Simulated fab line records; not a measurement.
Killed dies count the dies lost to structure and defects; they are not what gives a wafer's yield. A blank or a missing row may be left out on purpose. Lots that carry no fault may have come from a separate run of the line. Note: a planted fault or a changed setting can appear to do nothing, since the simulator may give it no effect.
Check for tools in common | flow gf180mcu | 42 wafers sampled across 14 lots

## REASON IT WAS OPENED
Of 14 lots, 2 have the reading SALICIDE_TIN_RS flagged at GF_SALICIDE_RS_MEAS_04. Wafers without a fault read 16.4 ohm/sq, standard deviation 0.34.
Rule: flag the lot when none of its wafers has a number, or when each of its wafers that has one lies beyond 4 standard deviations from that mean. The other lots count as sound.

lot  | measured     | on            | SALICIDE_TIN_RS (ohm/sq), wafer by wafer | flag
L153 | day 15 08:26 | film-metro-04 | 16.6 16.1 16.2                           |
L155 | day 16 03:26 | film-metro-03 | 16.8 16.7 16.7                           |
L156 | day 16 08:57 | film-metro-01 | 16.9 16.9 16.7                           |
L157 | day 16 17:44 | film-metro-01 | 17.0 16.2 16.1                           |
L158 | day 17 01:23 | film-metro-03 | 16.9 16.1 16.8                           |
L159 | day 17 17:13 | film-metro-01 | 17.1 16.3 16.4                           |
L160 | day 18 04:37 | film-metro-03 | 8.3 8.5 8.6                              | FLAGGED
L168 | day 20 12:34 | film-metro-01 | 8.7 8.7 8.6                              | FLAGGED
L169 | day 20 23:27 | film-metro-04 | 16.8 16.8 16.3                           |
L170 | day 21 09:49 | film-metro-04 | 16.2 16.2 16.4                           |
L171 | day 21 17:45 | film-metro-04 | 16.3 16.2 16.3                           |
L172 | day 21 23:12 | film-metro-04 | 17.0 16.3 16.7                           |
L174 | day 22 15:05 | film-metro-04 | 16.2 16.2 16.1                           |
L176 | day 23 02:14 | film-metro-01 | 16.3 16.3 16.6                           |
The mean of the flagged lots' numbers is 8.6 ohm/sq, -7.8 ohm/sq from the usual (-23 standard deviations).

## EACH LOT AND THE TOOL IT RAN ON
The record keeps 1 process step preceding the reading, out of 602 steps on the route. Cell contents, in order: the tool; ch with the chambers the sampled wafers went through; the start.
lot  | flag    | GF_SALICIDE_SPUTTER_02
L153 |         | pvd-sputter-01, day 15 08:22
L155 |         | pvd-sputter-01, day 16 03:22
L156 |         | pvd-sputter-03, day 16 08:52
L157 |         | pvd-sputter-03, day 16 17:41
L158 |         | pvd-sputter-03, day 17 01:13
L159 |         | pvd-sputter-01, day 17 17:10
L160 | FLAGGED | pvd-sputter-01, day 18 04:22
L168 | FLAGGED | pvd-sputter-01, day 20 12:19
L169 |         | pvd-sputter-02, day 20 23:22
L170 |         | pvd-sputter-02, day 21 09:44
L171 |         | pvd-sputter-02, day 21 17:41
L172 |         | pvd-sputter-01, day 21 23:09
L174 |         | pvd-sputter-01, day 22 14:59
L176 |         | pvd-sputter-02, day 23 02:08
These steps, and what they do:
- GF_SALICIDE_SPUTTER_02: material Co, target thk 10 nm, time 20 s.
- GF_SALICIDE_RS_MEAS_04: measures by four-point-probe.

## FLAGGED AGAINST TOTAL, ONE TOOL AT A TIME (gauges that did the reading follow at the end)
step                   | tool           | lots run | flagged | share of the flagged lots | sound lots run after its first flagged lot
GF_SALICIDE_SPUTTER_02 | pvd-sputter-01 | 7        | 2       | all                       | 2 (L172,L174)
GF_SALICIDE_SPUTTER_02 | pvd-sputter-02 | 4        | 0       | none                      | -
GF_SALICIDE_SPUTTER_02 | pvd-sputter-03 | 3        | 0       | none                      | -
GF_SALICIDE_RS_MEAS_04 | film-metro-01  | 5        | 1       | some                      | 1 (L176)
GF_SALICIDE_RS_MEAS_04 | film-metro-03  | 3        | 1       | some                      | 0
GF_SALICIDE_RS_MEAS_04 | film-metro-04  | 6        | 0       | none                      | -

## WHAT THE TABLE PERMITS
In the table, 1 row covers all flagged lots: pvd-sputter-01 at GF_SALICIDE_SPUTTER_02.
- pvd-sputter-01 at GF_SALICIDE_SPUTTER_02 ran 7 lots, 2 of them flagged. After the first flagged lot (L172, L174), sound lots still ran on it; a lasting fault on the whole tool would not permit that.
Not one row of the table ran every flagged lot while running no sound lot after the first.

## WHAT HAD BEEN PUT IN BY THE SIMULATOR
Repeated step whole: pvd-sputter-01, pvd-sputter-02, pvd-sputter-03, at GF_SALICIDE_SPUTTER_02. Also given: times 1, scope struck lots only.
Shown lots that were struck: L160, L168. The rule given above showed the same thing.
